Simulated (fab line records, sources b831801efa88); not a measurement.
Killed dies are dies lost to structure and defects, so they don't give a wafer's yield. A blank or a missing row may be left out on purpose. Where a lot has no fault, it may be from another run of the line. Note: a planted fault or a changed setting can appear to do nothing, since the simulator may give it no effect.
Matching of chambers ; flow gf180mcu ; GF_CONTACT_CMP_04 on cmp-01 has 4 sister chambers
The step polishes SiO2. 4 wafers are shown with their chamber, then 10 later ones without.

WAFERS, EACH WITH ITS CHAMBER
wafer;chamber;motorCurrentA (A)
L969.5;1;10.9
L971.4;3;11.7
L972.2;0;9.8
L972.5;2;13.2

WAFERS WHOSE CHAMBER IS MISSING
wafer;motorCurrentA (A)
L972.6;12.1
L976.2;12.1
L976.3;10.0
L976.4;12.2
L978.2;12.5
L978.5;11.5
L978.6;10.2
L980.1;11.0
L980.2;12.1
L980.5;10.9

WHICH CHAMBER EACH WENT THROUGH
wafer;from the rows above;in truth
L972.6;can't be placed: 3 or 2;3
L976.2;can't be placed: 3 or 2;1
L976.3;can't be placed: 0 or 1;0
L976.4;can't be placed: 3 or 2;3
L978.2;can't be placed: 2 or 3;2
L978.5;can't be placed: 3 or 1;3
L978.6;can't be placed: 0 or 1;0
L980.1;can't be placed: 1 or 3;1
L980.2;can't be placed: 3 or 2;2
L980.5;1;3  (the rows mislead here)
Correctly placed: 0 of 10. Not placeable from these rows: 9 (in 8, the candidates include the true chamber). Placed wrongly: 1.
How it was worked out, from the rows above alone: a wafer's distance from a chamber is the root of the sum, over the readings, of the square of ((its reading less the chamber's mean) divided by the reading's scatter). If the next closest chamber is less than 2 further off than the closest, the wafer can't be placed; otherwise it belongs to the closest. For every chamber, the mean is computed from those of its wafers that are shown. The scatter (one wafer shown for each chamber): square how far every hidden wafer sits from the nearest shown wafer, average those squares and take the square root.
